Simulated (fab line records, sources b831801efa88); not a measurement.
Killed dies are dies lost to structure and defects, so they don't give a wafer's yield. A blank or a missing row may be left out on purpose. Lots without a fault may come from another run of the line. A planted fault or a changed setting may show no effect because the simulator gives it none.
fab line records | flow sky130
record lots=5 wafers=15 last_day=50
route steps=708 shown FIELD_ISO@25 NWELL@32 DNWELL@35 PWDE@45
lots that met no fault: from a run of the same line without faults
start_h: hours from the record's first day to the start of the lot's first wafer shown | wait_h: hours since the lot's step before | " the same as in the row above | L1.1+2: a row that stands for several wafers | - no value, or no start given | * or withheld: withheld | < > ~ a bound
route shown NAME@n: a module of which the file shows steps, and the number in the route of the first | usual: mean/standard deviation of fault-free wafers | same: alike in all rows | chamber/n: place in a boat | sites: the reading at each site | _std_site: their standard deviation | _edge_site: outer sites' mean less inner sites' | radius_mm: how far each site lies from the wafer's centre | mask NAME#n: copy n | behind: the tool/chamber that last shaped the wafer | hold: why the lot was held/for how many hours/how that ended | device: the transistor (n, p or np) that didn't switch | end of line: the same wafers' tests at the end of the route | a step without rows: its recipe alone | killed: dies lost to structure and defects at the first sort, not the wafer's yield | map: a wafer's dies, x killed, . not, _ none there
set.NAME: the setting as run; set.NAME@STEP: as run at that earlier step | model.NAME: the simulator's own value behind a step, which no gauge read
lots at some steps of the route; a table a step, a row a wafer
services: from which hour (start_h, from the record's first day; less than 0 if before it) a tool's chamber was out of use, for how many hours, and why
## steps
# step SKY_FIELD_ISO_CVD_24
# recipe material=SiO2 target_thk_nm=595 temp_c=650 sigma_open_frac=0.3 time_s=99.2 sih4_flow_sccm=60 pressure_mtorr=6
# same time_s=99.2
# columns lot.wafer tool chamber start_h wait_h
L075.2+4+5 hdpcvd-02 2,0,2 37.76 0.0
L079.2+5+6 hdpcvd-02 2,1,2 58.54 0.0
L082.4+5+6 hdpcvd-01 0,2,1 75.84 0.1
L089.4+5+6 hdpcvd-01 0,2,1 116.28 0.1
L097.2+3+6 hdpcvd-01 2,1,0 155.80 0.0
# step SKY_FIELD_ISO_THK_MEAS_25
# recipe reads=SiO2_of_FIELD_ISO_CVD_24
# usual FIELD_ISO_CVD_24_THK=596/8.2
# columns lot.wafer tool chamber start_h wait_h FIELD_ISO_CVD_24_THK[nm]
L075.2 film_metro-04 - 37.84 0.0 612
L075.4 " - " " 615
L075.5 " - " " 606
L079.2 film_metro-04 - 58.62 0.0 606
L079.5 " - " " 588
L079.6 " - " " 601
L082.4 film_metro-01 - 75.91 0.0 591
L082.5 " - " " 597
L082.6 " - " " 600
L089.4 film_metro-02 - 116.35 0.0 597
L089.5 " - " " 600
L089.6 " - " " 607
L097.2 film_metro-02 - 155.88 0.0 591
L097.3 " - " " 612
L097.6 " - " " 597
# step SKY_FIELD_ISO_ANNEAL_26
# recipe temp_c=1000 time_s=1800 ambient=N2
# usual spike_tc_upper_C=1001.3/1.5 zone_power_upper_pct=21.2/0.71
# same time_s=1800
# columns lot.wafer tool chamber start_h wait_h spike_tc_upper_C zone_power_upper_pct
L075.2 furnace-01 0 39.09 1.2 1000.9 22.1
L075.4 " 0 " " 1000.0 22.0
L075.5 " 0 " " 999.4 21.9
L079.2 furnace-01 0 58.89 0.3 999.3 22.0
L079.5 " 0 " " 1002.2 21.8
L079.6 " 0 " " 1000.1 22.0
L082.4 furnace-02 0 81.25 5.3 1001.0 20.5
L082.5 " 0 " " 1002.0 20.4
L082.6 " 0 " " 1001.7 20.3
L089.4 furnace-02 0 116.63 0.3 1002.5 20.5
L089.5 " 0 " " 1001.8 20.6
L089.6 " 0 " " 1000.9 20.5
L097.2 furnace-02 0 157.25 1.4 1002.2 20.6
L097.3 " 0 " " 1000.7 20.2
L097.6 " 0 " " 1002.7 20.6
# step SKY_FIELD_ISO_CMP_27
# recipe stop_on=Si3N4 t_overpolish_s=16 down_force_psi=4 platen_rpm=60 target_thk_nm=457.8 pad_velocity_m_s=0.94248
# usual edge_zone_pressure_frac=0.999/0.0051 motor_current_A=12.0/1 overpolish_run_s=16.000/0.0094 time_to_endpoint_s=111/4.1
# columns lot.wafer tool chamber start_h wait_h edge_zone_pressure_frac motor_current_A overpolish_run_s time_to_endpoint_s
L075.2 cmp-02 0 40.90 0.3 0.995 10.5 16.002 118
L075.4 " 1 " " 1.000 12.6 16.011 117
L075.5 " 0 " " 1.001 10.9 16.014 114
L079.2 cmp-02 3 60.49 0.1 0.995 12.2 15.981 110
L079.6 " 1 " " 1.001 12.6 16.002 113
L079.5 " 2 " " 1.000 11.2 16.007 105
L082.4 cmp-01 3 82.90 0.1 1.001 11.2 16.002 104
L082.6 " 0 " " 1.002 14.6 15.996 114
L082.5 " 1 " " 1.000 11.0 16.000 110
L089.4 cmp-01 2 118.18 0.1 1.007 13.2 15.999 113
L089.6 " 1 " " 0.990 11.2 15.998 121
L089.5 " 2 " " 1.003 13.7 15.993 112
L097.3 cmp-02 3 158.80 0.1 0.998 11.5 15.984 118
L097.2 " 1 " " 1.004 12.5 15.987 111
L097.6 " 2 " " 1.004 11.1 16.004 107
# step SKY_FIELD_ISO_WET_ETCH_28
# recipe chemistry=dHF target_depth_nm=23.7 target=SiO2 dilution=10:1 temp_c=25 time_s=47
# same time_s=47
# columns lot.wafer tool chamber start_h wait_h
L075.2+4+5 wet_bench-02 3 41.15 0.2
L079.2+5+6 wet_bench-03 0 60.69 0.1
L082.4+5+6 wet_bench-03 1 83.05 0.1
L089.4+5+6 wet_bench-02 1 118.43 0.2
L097.2+3+6 wet_bench-02 1 159.05 0.1
# step SKY_FIELD_ISO_WET_ETCH_29
# recipe chemistry=H3PO4 target_depth_nm=160 target=Si3N4 temp_c=160 time_s=1825
# same time_s=1825
# columns lot.wafer tool chamber start_h wait_h
L075.2+4+5 wet_bench-02 2 41.17 0.0
L079.2+5+6 wet_bench-02 0 60.72 0.0
L082.4+5+6 wet_bench-02 2 83.07 0.0
L089.4+5+6 wet_bench-03 3 118.45 0.0
L097.2+3+6 wet_bench-03 3 159.07 0.0
# step SKY_FIELD_ISO_WET_ETCH_30
# recipe chemistry=dHF target_depth_nm=25 target=SiO2 dilution=10:1 temp_c=25 time_s=50
# same time_s=50
# columns lot.wafer tool chamber start_h wait_h
L075.2+4+5 wet_bench-03 2 41.69 0.0
L079.2+5+6 wet_bench-02 1 61.23 0.0
L082.4+5+6 wet_bench-01 2 83.59 0.0
L089.4+5+6 wet_bench-01 0 118.97 0.0
L097.2+3+6 wet_bench-01 3 159.59 0.0
# step SKY_NWELL_CLEAN_00
# recipe chemistry=SC1/SC2 mix=1:4:20 temp_c=70 time_s=150 dry=n2_spin
# same time_s=150
# columns lot.wafer tool chamber start_h wait_h
L075.2+4+5 wet_bench-01 2 41.71 0.0
L079.2+5+6 wet_bench-02 2 61.25 0.0
L082.4+5+6 wet_bench-03 3 83.61 0.0
L089.4+5+6 wet_bench-02 2 119.02 0.0
L097.2+3+6 wet_bench-02 3 159.61 0.0
# step SKY_NWELL_OXIDATION_01
# recipe temp_c=900 ambient=O2 stabilise_s=600 purge_s=300 target_thk_a=100 ox_time_s=1418
# usual spike_tc_upper_C=901.0/1.5 zone_power_upper_pct=16.7/0.54
# same stabilise_s=600
# columns lot.wafer tool chamber start_h wait_h spike_tc_upper_C zone_power_upper_pct
L075.2 furnace-01 0 41.77 0.0 900.0 17.3
L075.4 " 0 " " 900.8 17.2
L075.5 " 0 " " 899.2 17.3
L079.2 furnace-01 0 61.91 0.6 898.7 17.0
L079.5 " 0 " " 899.1 17.3
L079.6 " 0 " " 900.0 17.5
L082.4 furnace-02 0 88.37 4.7 902.9 16.2
L082.5 " 0 " " 902.3 16.3
L082.6 " 0 " " 902.2 16.2
L089.4 furnace-01 0 119.07 0.0 899.3 17.3
L089.5 " 0 " " 900.8 17.1
L089.6 " 0 " " 899.1 17.7
L097.2 furnace-02 0 161.66 2.0 902.4 16.3
L097.3 " 0 " " 903.6 16.1
L097.6 " 0 " " 902.6 16.0
# step SKY_NWELL_THK_MEAS_02
# recipe reads=SiO2_of_NWELL_OXIDATION_01
# usual NWELL_OXIDATION_THK=9.96/0.19
# columns lot.wafer tool chamber start_h wait_h NWELL_OXIDATION_THK[nm]
L075.2 film_metro-01 - 43.17 0.0 9.85
L075.4 " - " " 9.64
L075.5 " - " " 9.87
L079.2 film_metro-03 - 63.31 0.0 10.06
L079.5 " - " " 10.05
L079.6 " - " " 10.11
L082.4 film_metro-01 - 89.80 0.0 10.09
L082.5 " - " " 10.26
L082.6 " - " " 10.35
L089.4 film_metro-03 - 120.49 0.0 9.70
L089.5 " - " " 9.79
L089.6 " - " " 9.85
L097.2 film_metro-01 - 163.06 0.0 10.19
L097.3 " - " " 10.17
L097.6 " - " " 10.11
# step SKY_DNWELL_DEHYDRATE_00
# recipe temp_c=200 time_s=60
# usual heater_power_total_W=160.36/0.12
# same time_s=60
# columns lot.wafer tool chamber start_h wait_h heater_power_total_W
L075.2 litho_track-04 0 51.35 8.2 160.29
L075.4 " 0 " " 160.33
L075.5 " 0 " " 160.22
L079.2 litho_track-01 0 71.27 7.9 160.24
L079.5 " 0 " " 160.63
L079.6 " 0 " " 160.31
L082.4 litho_track-02 0 97.43 7.6 160.28
L082.5 " 0 " " 160.38
L082.6 " 0 " " 160.56
L089.4 litho_track-04 0 129.60 9.1 160.39
L089.5 " 0 " " 160.35
L089.6 " 0 " " 160.22
L097.2 litho_track-02 0 172.73 9.7 160.42
L097.3 " 0 " " 160.38
L097.6 " 0 " " 160.25
# step SKY_DNWELL_HMDS_01
# recipe prime_time_s=60 prime_temp_c=120
# columns lot.wafer tool chamber start_h wait_h
L075.2+4+5 litho_track-04 0 51.50 0.1
L079.2+5+6 litho_track-01 0 71.42 0.1
L082.4+5+6 litho_track-02 0 97.58 0.1
L089.4+5+6 litho_track-04 0 129.75 0.1
L097.2+3+6 litho_track-02 0 172.88 0.1
# step SKY_DNWELL_COAT_02
# recipe spin_rpm=2000 resist_thk_nm=3000
# columns lot.wafer tool chamber start_h wait_h
L075.2+4+5 litho_track-04 0 51.65 0.1
L079.2+5+6 litho_track-01 0 71.57 0.1
L082.4+5+6 litho_track-02 0 97.73 0.1
L089.4+5+6 litho_track-04 0 129.90 0.1
L097.2+3+6 litho_track-02 0 173.03 0.1
# step SKY_DNWELL_SOFTBAKE_03
# recipe temp_c=110 time_s=withheld
# usual heater_power_total_W=65.34/0.14
# columns lot.wafer tool chamber start_h wait_h heater_power_total_W
L075.2 litho_track-04 0 51.80 0.1 65.13
L075.4 " 0 " " 65.30
L075.5 " 0 " " 65.43
L079.2 litho_track-01 0 71.73 0.1 65.19
L079.5 " 0 " " 65.24
L079.6 " 0 " " 65.47
L082.4 litho_track-02 0 97.90 0.1 65.42
L082.5 " 0 " " 65.10
L082.6 " 0 " " 65.41
L089.4 litho_track-04 0 130.07 0.1 65.26
L089.5 " 0 " " 65.51
L089.6 " 0 " " 65.33
L097.2 litho_track-02 0 173.18 0.1 65.35
L097.3 " 0 " " 65.15
L097.6 " 0 " " 65.42
# step SKY_DNWELL_EXPOSE_04
# recipe mask_id=DNM na=0.57 target_cd_nm=3000 dose_mj=222
# columns lot.wafer tool chamber start_h wait_h mask
L075.2+4+5 iline_stepper-02 0 - - DNM#0
L079.2+5+6 iline_stepper-02 0 - - DNM#0
L082.4+5+6 iline_stepper-01 0 - - DNM#0
L089.4+5+6 iline_stepper-02 0 - - DNM#0
L097.2+3+6 iline_stepper-01 0 - - DNM#0
# step SKY_DNWELL_PEB_05
# recipe temp_c=115 time_s=withheld
# usual heater_power_total_W=69.34/0.13
# columns lot.wafer tool chamber start_h wait_h heater_power_total_W
L075.2 litho_track-01 0 - - 69.44
L075.4 " 0 " " 69.34
L075.5 " 0 " " 69.17
L079.2 litho_track-04 0 - - 69.44
L079.5 " 0 " " 69.48
L079.6 " 0 " " 69.50
L082.4 litho_track-01 0 - - 69.40
L082.5 " 0 " " 69.13
L082.6 " 0 " " 69.27
L089.4 litho_track-04 0 - - 69.15
L089.5 " 0 " " 69.61
L089.6 " 0 " " 69.43
L097.2 litho_track-01 0 - - 69.23
L097.3 " 0 " " 69.10
L097.6 " 0 " " 69.46
# step SKY_DNWELL_DEVELOP_06
# recipe wall_angle_deg=90 developer=TMAH develop_time_s=60 dev_temp_c=23
# columns lot.wafer tool chamber start_h wait_h
L075.2+4+5 litho_track-01 0 - -
L079.2+5+6 litho_track-04 0 - -
L082.4+5+6 litho_track-01 0 - -
L089.4+5+6 litho_track-04 0 - -
L097.2+3+6 litho_track-01 0 - -
# step SKY_DNWELL_IMPLANT_07
# recipe species=P energy_kev=withheld dose_cm2=withheld tilt_deg=withheld
# same implant_ion_amu=*
# columns lot.wafer tool chamber start_h wait_h
L075.2+4+5 implanter-04 0 60.02 -
L079.2+5+6 implanter-03 0 80.35 -
L082.4+5+6 implanter-04 0 107.32 -
L089.4+5+6 implanter-04 0 139.25 -
L097.2+3+6 implanter-02 0 183.42 -
# step SKY_DNWELL_STRIP_08
# recipe chemistry=O2/N2 power_w=1400 pressure_mtorr=1500 platen_temp_c=withheld o2_flow_sccm=3000 n2_flow_sccm=300 overash_fraction=0.5
# usual drypump_motor_current_A=5.7/0.51 oes_product_au=0.722/0.0044 strip_time_to_endpoint_s=36.94/0.11
# columns lot.wafer tool chamber start_h wait_h drypump_motor_current_A oes_product_au rf_hours_counter_h strip_time_to_endpoint_s
L075.2 plasma_asher-04 1 60.14 0.1 4.9 0.728 25 36.89
L075.4 " 0 " " 6.1 0.722 - 36.90
L075.5 " 0 " " 6.1 0.716 - 36.88
L079.2 plasma_asher-04 1 80.47 0.1 4.9 0.720 27 36.82
L079.5 " 0 " " 6.1 0.719 - 36.92
L079.6 " 1 " " 4.9 0.726 - 36.85
L082.4 plasma_asher-03 0 107.43 0.1 6.1 0.718 - 36.98
L082.5 " 1 " " 5.8 0.723 - 37.04
L082.6 " 0 " " 6.0 0.722 - 36.95
L089.4 plasma_asher-03 1 139.35 0.1 5.9 0.717 - 36.96
L089.5 " 1 " " 5.9 0.729 - 37.13
L089.6 " 0 " " 6.1 0.722 - 36.96
L097.2 plasma_asher-03 1 183.54 0.1 5.9 0.714 46 36.89
L097.3 " 1 " " 5.8 0.718 - 37.00
L097.6 " 1 " " 5.9 0.733 - 37.06
# step SKY_DNWELL_TW_MEAS_09
# usual DNWELL_TW=1112/6.9
# columns lot.wafer tool chamber start_h wait_h DNWELL_TW
L075.2 film_metro-02 - 60.25 0.1 1124
L075.4 " - " " 1105
L075.5 " - " " 1115
L079.2 film_metro-03 - 80.58 0.1 1120
L079.5 " - " " 1114
L079.6 " - " " 1118
L082.4 film_metro-02 - 107.52 0.1 1102
L082.5 " - " " 1106
L082.6 " - " " 1112
L089.4 film_metro-03 - 139.45 0.1 1113
L089.5 " - " " 1114
L089.6 " - " " 1112
L097.2 film_metro-01 - 183.65 0.1 1117
L097.3 " - " " 1118
L097.6 " - " " 1117
# step SKY_PWDE_DEHYDRATE_00
# recipe temp_c=200 time_s=60
# usual heater_power_total_W=160.37/0.13
# same time_s=60
# columns lot.wafer tool chamber start_h wait_h heater_power_total_W
L075.2 litho_track-04 0 68.55 8.3 160.67
L075.4 " 0 " " 160.17
L075.5 " 0 " " 160.60
L079.2 litho_track-01 0 88.57 8.0 160.25
L079.5 " 0 " " 160.14
L079.6 " 0 " " 160.49
L082.4 litho_track-01 0 115.87 8.3 160.18
L082.5 " 0 " " 160.35
L082.6 " 0 " " 160.26
L089.4 litho_track-03 0 148.45 9.0 160.12
L089.5 " 0 " " 160.50
L089.6 " 0 " " 160.49
L097.2 litho_track-01 0 194.12 10.5 160.43
L097.3 " 0 " " 160.33
L097.6 " 0 " " 160.40
# step SKY_PWDE_HMDS_01
# recipe prime_time_s=60 prime_temp_c=120
# columns lot.wafer tool chamber start_h wait_h
L075.2+4+5 litho_track-04 0 68.70 0.1
L079.2+5+6 litho_track-01 0 88.72 0.1
L082.4+5+6 litho_track-01 0 116.02 0.1
L089.4+5+6 litho_track-03 0 148.60 0.1
L097.2+3+6 litho_track-01 0 194.27 0.1
# step SKY_PWDE_COAT_02
# recipe spin_rpm=2000 resist_thk_nm=3000
# columns lot.wafer tool chamber start_h wait_h
L075.2+4+5 litho_track-04 0 68.85 0.1
L079.2+5+6 litho_track-01 0 88.87 0.1
L082.4+5+6 litho_track-01 0 116.17 0.1
L089.4+5+6 litho_track-03 0 148.75 0.1
L097.2+3+6 litho_track-01 0 194.42 0.1
# step SKY_PWDE_SOFTBAKE_03
# recipe temp_c=110 time_s=withheld
# usual heater_power_total_W=65.32/0.14
# columns lot.wafer tool chamber start_h wait_h heater_power_total_W
L075.2 litho_track-04 0 69.00 0.1 65.16
L075.4 " 0 " " 65.32
L075.5 " 0 " " 65.45
L079.2 litho_track-01 0 89.03 0.1 65.19
L079.5 " 0 " " 65.20
L079.6 " 0 " " 65.21
L082.4 litho_track-01 0 116.34 0.1 65.47
L082.5 " 0 " " 65.19
L082.6 " 0 " " 65.47
L089.4 litho_track-03 0 148.92 0.1 65.29
L089.5 " 0 " " 65.58
L089.6 " 0 " " 65.14
L097.2 litho_track-01 0 194.58 0.1 65.04
L097.3 " 0 " " 65.44
L097.6 " 0 " " 65.42
# step SKY_PWDE_EXPOSE_04
# recipe mask_id=PWDEM na=0.6 source_shape=conventional sigma_outer=0.6 polarization=unpolarized target_cd_nm=840 dose_mj=214
# columns lot.wafer tool chamber start_h wait_h mask
L075.2+4+5 iline_stepper-02 0 - - PWDEM#0
L079.2+5+6 iline_stepper-01 0 - - PWDEM#0
L082.4+5+6 iline_stepper-01 0 - - PWDEM#0
L089.4+5+6 iline_stepper-01 0 - - PWDEM#0
L097.2+3+6 iline_stepper-02 0 - - PWDEM#0
# step SKY_PWDE_PEB_05
# recipe temp_c=115 time_s=withheld
# usual heater_power_total_W=69.33/0.12
# columns lot.wafer tool chamber start_h wait_h heater_power_total_W
L075.2 litho_track-03 0 - - 69.48
L075.4 " 0 " " 69.29
L075.5 " 0 " " 69.38
L079.2 litho_track-01 0 - - 69.27
L079.5 " 0 " " 69.22
L079.6 " 0 " " 69.24
L082.4 litho_track-04 0 - - 69.32
L082.5 " 0 " " 69.14
L082.6 " 0 " " 69.27
L089.4 litho_track-01 0 - - 69.39
L089.5 " 0 " " 69.52
L089.6 " 0 " " 69.24
L097.2 litho_track-01 0 - - 69.18
L097.3 " 0 " " 69.17
L097.6 " 0 " " 69.26
# step SKY_PWDE_DEVELOP_06
# recipe wall_angle_deg=90 developer=TMAH develop_time_s=60 dev_temp_c=23
# columns lot.wafer tool chamber start_h wait_h
L075.2+4+5 litho_track-03 0 - -
L079.2+5+6 litho_track-01 0 - -
L082.4+5+6 litho_track-04 0 - -
L089.4+5+6 litho_track-01 0 - -
L097.2+3+6 litho_track-01 0 - -
# step SKY_PWDE_OVL_MEAS_07
# usual PWDE_OVL=0.4/1.2
# columns lot.wafer tool chamber start_h wait_h PWDE_OVL[nm]
L075.2 overlay-02 - 77.58 - 1.6
L075.4 " - " " 1.6
L075.5 " - " " 0.9
L079.2 overlay-01 - 97.50 - 1.2
L079.5 " - " " 2.9
L079.6 " - " " 0.5
L082.4 overlay-02 - 125.94 - 1.2
L082.5 " - " " -0.9
L082.6 " - " " -1.1
L089.4 overlay-02 - 158.76 - 0.2
L089.5 " - " " -0.1
L089.6 " - " " -0.4
L097.2 overlay-02 - 205.25 - 0.9
L097.3 " - " " -0.1
L097.6 " - " " 1.4
# step SKY_PWDE_IMPLANT_08
# recipe species=B energy_kev=150 dose_cm2=3.6e+12 tilt_deg=withheld
# same implant_ion_amu=11
# columns lot.wafer tool chamber start_h wait_h
L075.2+4+5 implanter-02 0 77.63 0.0
L079.2+5+6 implanter-01 0 97.55 0.0
L082.4+5+6 implanter-04 0 126.03 0.1
L089.4+5+6 implanter-04 0 158.85 0.1
L097.2+3+6 implanter-02 0 205.30 0.0
# step SKY_PWDE_STRIP_09
# recipe chemistry=O2/N2 power_w=1400 pressure_mtorr=1500 platen_temp_c=withheld o2_flow_sccm=3000 n2_flow_sccm=300 overash_fraction=0.5
# usual drypump_motor_current_A=5.7/0.4 oes_product_au=0.722/0.0049 strip_time_to_endpoint_s=36.92/0.089
# columns lot.wafer tool chamber start_h wait_h drypump_motor_current_A oes_product_au rf_hours_counter_h strip_time_to_endpoint_s
L075.2 plasma_asher-03 0 77.76 0.1 6.0 0.730 37 36.96
L075.4 " 0 " " 6.0 0.725 - 36.95
L075.5 " 1 " " 5.8 0.725 - 36.94
L079.2 plasma_asher-04 1 97.68 0.1 4.9 0.725 29 36.85
L079.5 " 1 " " 4.9 0.724 - 36.85
L079.6 " 0 " " 6.1 0.715 - 36.89
L082.4 plasma_asher-03 1 126.14 0.1 5.9 0.718 - 36.85
L082.5 " 1 " " 5.8 0.723 - 36.77
L082.6 " 0 " " 6.1 0.725 - 36.84
L089.4 plasma_asher-01 1 158.96 0.1 5.5 0.728 - 37.06
L089.5 " 1 " " 5.5 0.722 - 37.03
L089.6 " 0 " " 6.0 0.714 - 37.05
L097.2 plasma_asher-03 1 205.43 0.1 5.9 0.723 48 36.75
L097.3 " 1 " " 5.8 0.729 - 36.82
L097.6 " 1 " " 5.9 0.725 - 36.91
# step SKY_PWDE_TW_MEAS_10
# usual PWDE_TW=373.2/2
# columns lot.wafer tool chamber start_h wait_h PWDE_TW
L075.2 film_metro-03 - 77.87 0.1 375.2
L075.4 " - " " 375.5
L075.5 " - " " 372.7
L079.2 film_metro-01 - 97.79 0.1 374.1
L079.5 " - " " 375.0
L079.6 " - " " 376.9
L082.4 film_metro-02 - 126.24 0.1 370.7
L082.5 " - " " 372.2
L082.6 " - " " 370.1
L089.4 film_metro-03 - 159.06 0.1 374.8
L089.5 " - " " 375.0
L089.6 " - " " 376.2
L097.2 film_metro-02 - 205.54 0.1 370.2
L097.3 " - " " 368.2
L097.6 " - " " 371.4
# step SKY_NWELL_DEHYDRATE_03
# recipe temp_c=200 time_s=60
# usual heater_power_total_W=160.37/0.12
# same time_s=60
# columns lot.wafer tool chamber start_h wait_h heater_power_total_W
L075.2 litho_track-03 0 85.60 7.7 160.34
L075.4 " 0 " " 160.40
L075.5 " 0 " " 160.33
L079.2 litho_track-02 0 106.28 8.5 160.58
L079.5 " 0 " " 160.22
L079.6 " 0 " " 160.43
L082.4 litho_track-03 0 135.15 8.9 160.30
L082.5 " 0 " " 160.38
L082.6 " 0 " " 160.42
L089.4 litho_track-03 0 168.30 9.2 160.25
L089.5 " 0 " " 160.32
L089.6 " 0 " " 160.60
L097.2 litho_track-03 0 216.35 10.8 160.16
L097.3 " 0 " " 160.24
L097.6 " 0 " " 160.61
# step SKY_NWELL_HMDS_04
# recipe prime_time_s=60 prime_temp_c=120
# columns lot.wafer tool chamber start_h wait_h
L075.2+4+5 litho_track-03 0 85.75 0.1
L079.2+5+6 litho_track-02 0 106.43 0.1
L082.4+5+6 litho_track-03 0 135.30 0.1
L089.4+5+6 litho_track-03 0 168.45 0.1
L097.2+3+6 litho_track-03 0 216.50 0.1
# step SKY_NWELL_COAT_05
# recipe spin_rpm=2000 resist_thk_nm=3000
# columns lot.wafer tool chamber start_h wait_h
L075.2+4+5 litho_track-03 0 85.90 0.1
L079.2+5+6 litho_track-02 0 106.58 0.1
L082.4+5+6 litho_track-03 0 135.45 0.1
L089.4+5+6 litho_track-03 0 168.60 0.1
L097.2+3+6 litho_track-03 0 216.65 0.1
# step SKY_NWELL_SOFTBAKE_06
# recipe temp_c=110 time_s=withheld
# usual heater_power_total_W=65.33/0.14
# columns lot.wafer tool chamber start_h wait_h heater_power_total_W
L075.2 litho_track-03 0 86.06 0.1 65.40
L075.4 " 0 " " 65.48
L075.5 " 0 " " 65.13
L079.2 litho_track-02 0 106.73 0.1 65.43
L079.5 " 0 " " 65.41
L079.6 " 0 " " 65.37
L082.4 litho_track-03 0 135.62 0.1 65.45
L082.5 " 0 " " 65.16
L082.6 " 0 " " 65.30
L089.4 litho_track-03 0 168.77 0.1 65.38
L089.5 " 0 " " 65.18
L089.6 " 0 " " 65.50
L097.2 litho_track-03 0 216.81 0.1 65.47
L097.3 " 0 " " 65.48
L097.6 " 0 " " 65.45
# step SKY_NWELL_EXPOSE_07
# recipe mask_id=NWM na=0.6 source_shape=conventional sigma_outer=0.6 polarization=unpolarized target_cd_nm=840 dose_mj=255
# columns lot.wafer tool chamber start_h wait_h mask
L075.2+4+5 iline_stepper-02 0 - - NWM#0
L079.2+5+6 iline_stepper-02 0 - - NWM#0
L082.4+5+6 iline_stepper-02 0 - - NWM#0
L089.4+5+6 iline_stepper-01 0 - - NWM#0
L097.2+3+6 iline_stepper-01 0 - - NWM#0
# step SKY_NWELL_PEB_08
# recipe temp_c=115 time_s=withheld
# usual heater_power_total_W=69.34/0.13
# columns lot.wafer tool chamber start_h wait_h heater_power_total_W
L075.2 litho_track-01 0 - - 69.39
L075.4 " 0 " " 69.23
L075.5 " 0 " " 69.25
L079.2 litho_track-01 0 - - 69.54
L079.5 " 0 " " 69.35
L079.6 " 0 " " 69.50
L082.4 litho_track-01 0 - - 69.17
L082.5 " 0 " " 69.44
L082.6 " 0 " " 69.38
L089.4 litho_track-01 0 - - 69.39
L089.5 " 0 " " 69.32
L089.6 " 0 " " 69.25
L097.2 litho_track-01 0 - - 69.31
L097.3 " 0 " " 69.46
L097.6 " 0 " " 69.19
# step SKY_NWELL_DEVELOP_09
# recipe wall_angle_deg=90 developer=TMAH develop_time_s=60 dev_temp_c=23
# columns lot.wafer tool chamber start_h wait_h
L075.2+4+5 litho_track-01 0 - -
L079.2+5+6 litho_track-01 0 - -
L082.4+5+6 litho_track-01 0 - -
L089.4+5+6 litho_track-01 0 - -
L097.2+3+6 litho_track-01 0 - -
# step SKY_NWELL_OVL_MEAS_10
# usual NWELL_00_OVL=0.6/1.3
# columns lot.wafer tool chamber start_h wait_h NWELL_00_OVL[nm]
L075.2 overlay-02 - 94.70 - 1.1
L075.4 " - " " -1.7
L075.5 " - " " 1.2
L079.2 overlay-02 - 115.80 - 1.0
L079.5 " - " " 0.3
L079.6 " - " " 0.7
L082.4 overlay-02 - 145.41 - -2.0
L082.5 " - " " -1.6
L082.6 " - " " -1.0
L089.4 overlay-01 - 178.86 - -0.7
L089.5 " - " " 0.0
L089.6 " - " " 0.3
L097.2 overlay-02 - 227.75 - 0.3
L097.3 " - " " 1.1
L097.6 " - " " 4.0
# step SKY_NWELL_IMPLANT_11
# recipe species=P energy_kev=400 dose_cm2=1.9e+13 tilt_deg=withheld
# same implant_ion_amu=31
# columns lot.wafer tool chamber start_h wait_h
L075.2+4+5 implanter-03 0 94.75 0.0
L079.2+5+6 implanter-03 0 115.85 0.0
L082.4+5+6 implanter-02 0 145.50 0.1
L089.4+5+6 implanter-03 0 178.95 0.1
L097.2+3+6 implanter-03 0 227.80 0.0
# step SKY_NWELL_IMPLANT_12
# recipe species=P energy_kev=120 dose_cm2=1.3e+12 tilt_deg=withheld
# same implant_ion_amu=31
# columns lot.wafer tool chamber start_h wait_h
L075.2+4+5 implanter-03 0 94.90 0.1
L079.2+5+6 implanter-03 0 116.00 0.1
L082.4+5+6 implanter-02 0 145.65 0.1
L089.4+5+6 implanter-03 0 179.10 0.1
L097.2+3+6 implanter-03 0 227.95 0.1
# step SKY_NWELL_IMPLANT_13
# recipe species=P energy_kev=50 dose_cm2=7e+11 tilt_deg=withheld
# same implant_ion_amu=31
# columns lot.wafer tool chamber start_h wait_h
L075.2+4+5 implanter-03 0 95.05 0.1
L079.2+5+6 implanter-03 0 116.15 0.1
L082.4+5+6 implanter-02 0 145.80 0.1
L089.4+5+6 implanter-03 0 179.25 0.1
L097.2+3+6 implanter-03 0 228.10 0.1
# step SKY_NWELL_STRIP_14
# recipe chemistry=O2/N2 power_w=1400 pressure_mtorr=1500 platen_temp_c=withheld o2_flow_sccm=3000 n2_flow_sccm=300 overash_fraction=0.5
# usual drypump_motor_current_A=5.8/0.34 oes_product_au=0.723/0.0044 strip_time_to_endpoint_s=36.94/0.084
# columns lot.wafer tool chamber start_h wait_h drypump_motor_current_A oes_product_au rf_hours_counter_h strip_time_to_endpoint_s
L075.2 plasma_asher-01 1 95.18 0.1 5.5 0.716 41 36.99
L075.4 " 0 " " 6.0 0.729 - 36.97
L075.5 " 1 " " 5.5 0.718 - 36.85
L079.2 plasma_asher-03 1 116.28 0.1 5.8 0.723 41 36.98
L079.5 " 0 " " 6.0 0.728 - 36.99
L079.6 " 1 " " 5.8 0.715 - 36.96
L082.4 plasma_asher-03 1 145.91 0.1 5.9 0.721 - 37.06
L082.5 " 1 " " 5.9 0.728 - 37.04
L082.6 " 0 " " 6.1 0.729 - 37.11
L089.4 plasma_asher-02 0 179.36 0.1 5.1 0.721 - 36.90
L089.5 " 1 " " 6.2 0.722 - 36.90
L089.6 " 0 " " 5.1 0.725 - 36.94
L097.2 plasma_asher-01 1 228.23 0.1 5.5 0.726 11 37.03
L097.3 " 1 " " 5.5 0.720 - 37.02
L097.6 " 1 " " 5.5 0.723 - 36.93
## services
# columns tool chamber start_h hours kind
furnace-01 - 21.97 3.4 pm
implanter-02 - 41.94 5.7 pm
furnace-02 - 42.75 4.9 repair
implanter-03 - 44.09 10.4 repair
iline_stepper-02 - 61.66 4.4 pm
implanter-02 - 65.35 1.3 repair
plasma_asher-03 - 66.70 6.9 repair
implanter-04 - 76.42 2.0 repair
iline_stepper-01 - 76.88 1.7 pm
implanter-04 - 80.83 1.8 repair
furnace-02 - 129.06 2.9 pm
wet_bench-01 - 145.75 0.8 repair
furnace-02 - 152.66 1.9 pm
iline_stepper-02 - 155.46 9.8 repair
plasma_asher-03 - 158.96 5.2 repair
plasma_asher-03 - 168.04 2.3 repair
plasma_asher-03 - 171.45 10.7 repair
implanter-04 - 176.91 0.6 repair
wet_bench-02 - 188.10 2.2 repair
furnace-01 - 188.82 3.7 pm
implanter-04 - 188.94 11.1 repair
furnace-01 - 207.54 2.6 pm
iline_stepper-02 - 225.38 1.7 pm
implanter-02 - 228.05 3.4 repair
## key
fault none
